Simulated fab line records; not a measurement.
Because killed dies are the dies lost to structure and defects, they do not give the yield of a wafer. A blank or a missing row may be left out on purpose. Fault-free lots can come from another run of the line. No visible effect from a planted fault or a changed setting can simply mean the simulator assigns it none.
Which of the tools did it?	flow sky130	12 lots with 36 wafers sampled at 5 steps, on a route of 708 steps

== WHAT THE GAUGES READ, wafer by wafer ==
SKY_CONTACT_BOW_MEAS_05.
lot	measured	on	CONTACT_BOW (um)
L488	day 30 15:39	film_metro-01	70 73 82
L490	day 30 22:52	film_metro-01	82 83 82
L491	day 31 14:09	film_metro-03	91 81 85
L493	day 31 17:41	film_metro-04	69 90 86
L494	day 32 03:00	film_metro-04	73 89 77
L495	day 32 23:17	film_metro-04	76 94 67
L497	day 33 03:49	film_metro-01	79 80 87
L498	day 33 10:59	film_metro-04	88 82 74
L499	day 33 18:05	film_metro-04	76 88 80
L504	day 35 12:32	film_metro-01	88 89 90
L509	day 36 23:50	film_metro-04	74 80 81
L510	day 37 06:44	film_metro-01	82 92 80

SKY_CONTACT_CD_MEAS_14 targets a cd of 170 nm.
lot	measured	on	cd_nm (nm)
L488	day 31 18:55	cd_sem-01	170.7 170.6 171.2
L490	day 32 02:01	cd_sem-02	171.3 171.1 170.6
L491	day 32 17:05	cd_sem-02	171.1 170.0 171.3
L493	day 32 20:52	cd_sem-01	170.1 169.8 169.7
L494	day 33 05:37	cd_sem-02	168.5 168.8 168.7
L495	day 34 02:05	cd_sem-02	170.3 168.7 168.9
L497	day 34 06:35	cd_sem-02	149.5 150.2 149.7 149.5 149.8 149.8
L498	day 34 13:04	cd_sem-01	169.9 170.5 168.6
L499	day 34 20:25	cd_sem-02	154.4 154.7 154.0 153.9 154.7 154.0
L504	day 36 14:47	cd_sem-01	159.2 159.0 158.1 159.3 158.7 158.2
L509	day 38 01:23	cd_sem-01	168.0 170.3 167.9
L510	day 38 08:32	cd_sem-01	167.5 167.9 167.4

== EACH LOT AND THE TOOL THAT RAN IT (in order: tool; ch and the chambers of the sampled wafers; start) ==
lot	SKY_LOCAL_INTERCONNECT_STRIP_15	SKY_CONTACT_CVD_00	SKY_CONTACT_EXPOSE_11
L488	plasma_asher-03 ch 0,1, day 30 14:32	pecvd-04 ch 0,2, day 30 15:08	krf_scanner-01 ch 0, day 31 05:49
L490	plasma_asher-02 ch 0,1, day 30 21:44	pecvd-03 ch 0,2, day 30 22:20	krf_scanner-01 ch 0, day 31 13:10
L491	plasma_asher-02 ch 0, day 31 12:57	pecvd-03 ch 1,2, day 31 13:36	krf_scanner-01 ch 0, day 32 03:46
L493	plasma_asher-01 ch 0,1, day 31 16:35	pecvd-04 ch 0,1,2, day 31 17:10	krf_scanner-02 ch 0, day 32 07:14
L494	plasma_asher-02 ch 0, day 32 01:35	pecvd-03 ch 2, day 32 02:13	krf_scanner-02 ch 0, day 32 16:40
L495	plasma_asher-01 ch 0,1, day 32 22:07	pecvd-03 ch 1,2, day 32 22:45	krf_scanner-02 ch 0, day 33 13:14
L497	plasma_asher-03 ch 0,1, day 33 02:05	pecvd-03 ch 0,1, day 33 03:16	krf_scanner-02 ch 0, day 33 17:43
L498	plasma_asher-01 ch 0,1, day 33 09:50	pecvd-02 ch 0,2, day 33 10:28	krf_scanner-01 ch 0, day 34 00:39
L499	plasma_asher-03 ch 1, day 33 16:57	pecvd-03 ch 0, day 33 17:33	krf_scanner-02 ch 0, day 34 08:00
L504	plasma_asher-01 ch 0,1, day 35 11:20	pecvd-02 ch 0,1,2, day 35 11:58	krf_scanner-02 ch 0, day 36 01:36
L509	plasma_asher-01 ch 0,1, day 36 22:35	pecvd-02 ch 0,1, day 36 23:16	krf_scanner-01 ch 0, day 37 12:42
L510	plasma_asher-02 ch 0,1, day 37 05:35	pecvd-03 ch 0,1, day 37 06:11	krf_scanner-01 ch 0, day 37 20:05
- SKY_LOCAL_INTERCONNECT_STRIP_15: strips in O2/N2.
- SKY_CONTACT_CVD_00: deposits Si3N4, target thk 75 nm.
- SKY_CONTACT_EXPOSE_11: exposes mask CTM1, target cd 170 nm.

== AS READ BY THE TOOLS THEMSELVES (means over the sampled wafers that have a number; for cases with no such wafer, the mark the record gives instead) ==
SKY_LOCAL_INTERCONNECT_STRIP_15.
lot	tool	drypump_motor_current_A (A)	oes_product_au (a.u.)	strip_time_to_endpoint_s (s)
L488	plasma_asher-03	4.9	0.428	4.727
L490	plasma_asher-02	5.7	0.428	4.710
L491	plasma_asher-02	6.1	0.426	4.716
L493	plasma_asher-01	5.9	0.424	4.698
L494	plasma_asher-02	6.1	0.423	4.728
L495	plasma_asher-01	5.9	0.433	4.756
L497	plasma_asher-03	4.9	0.421	4.721
L498	plasma_asher-01	5.9	0.421	4.738
L499	plasma_asher-03	5.0	0.427	4.724
L504	plasma_asher-01	5.9	0.426	4.711
L509	plasma_asher-01	5.8	0.421	4.724
L510	plasma_asher-02	5.7	0.429	4.736

SKY_CONTACT_CVD_00.
lot	tool	heater_power_w (W)
L488	pecvd-04	671
L490	pecvd-03	764
L491	pecvd-03	852
L493	pecvd-04	705
L494	pecvd-03	780
L495	pecvd-03	812
L497	pecvd-03	542
L498	pecvd-02	712
L499	pecvd-03	504
L504	pecvd-02	760
L509	pecvd-02	719
L510	pecvd-03	565

SKY_CONTACT_EXPOSE_11.
lot	tool	exposure_dose_mJ_cm2
L488	krf_scanner-01	38.03
L490	krf_scanner-01	38.02
L491	krf_scanner-01	38.01
L493	krf_scanner-02	38.03
L494	krf_scanner-02	37.95
L495	krf_scanner-02	37.97
L497	krf_scanner-02	33.99
L498	krf_scanner-01	37.94
L499	krf_scanner-02	34.83
L504	krf_scanner-02	35.50
L509	krf_scanner-01	37.99
L510	krf_scanner-01	38.01

== THE ANSWER, worked out from the rows above alone ==
Rule: usual is defined by the lots themselves. Put in order of their means at a reading, lots are off if they are a third of the lots or fewer, leave a main group of 4 or more, and stand apart from it by a gap of 3 or more times the standard deviation of the main group's means; of several such gaps the widest counts. If all means in a main group match to the digits the tables above print for the reading, that group is not used. A lot without any number at a reading at which 4 lots or more have one is off too. All remaining lots with rows at the step are treated as sound. The gauges are gone through in route order, then the tools' own readings, and for those a lot's mean is taken as printed above. The first step at which some lot is off is used, and at that step the reading that is off furthest; a lot without a number counts as furthest.
Off: L497, L499, L504 (SKY_CONTACT_CD_MEAS_14, cd_nm). Mean 169.6 nm and standard deviation 1.1 in the main group.
A tool fits if, at a process step before that reading, it ran every lot that is off, and no sound lot after the first of them. The gauges at SKY_CONTACT_CD_MEAS_14 aren't tried: what is off there is off at SKY_CONTACT_EXPOSE_11 too, on other tools, and a gauge's error can't cause that. One fits: SKY_CONTACT_EXPOSE_11 on krf_scanner-02. Its last sound lot is L495 (day 33 13:14), its first lot that is off L497 (day 33 17:43): a fault that began between those two fits.
The tool's own readings at SKY_CONTACT_EXPOSE_11 bear it out: on the lots that are off they differ by more than 5 times the standard deviation of the sound lots' means. exposure_dose_mJ_cm2 reads 34.77 there against 37.99 on the sound lots.

== WHAT THE SIMULATOR PUT IN ==
Drift in process parameters on krf_scanner-02 at SKY_CONTACT_EXPOSE_11, starting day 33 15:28. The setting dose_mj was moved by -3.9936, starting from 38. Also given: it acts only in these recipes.
Shown lots that were struck: L497, L499, L504. The rule above reached the same finding.
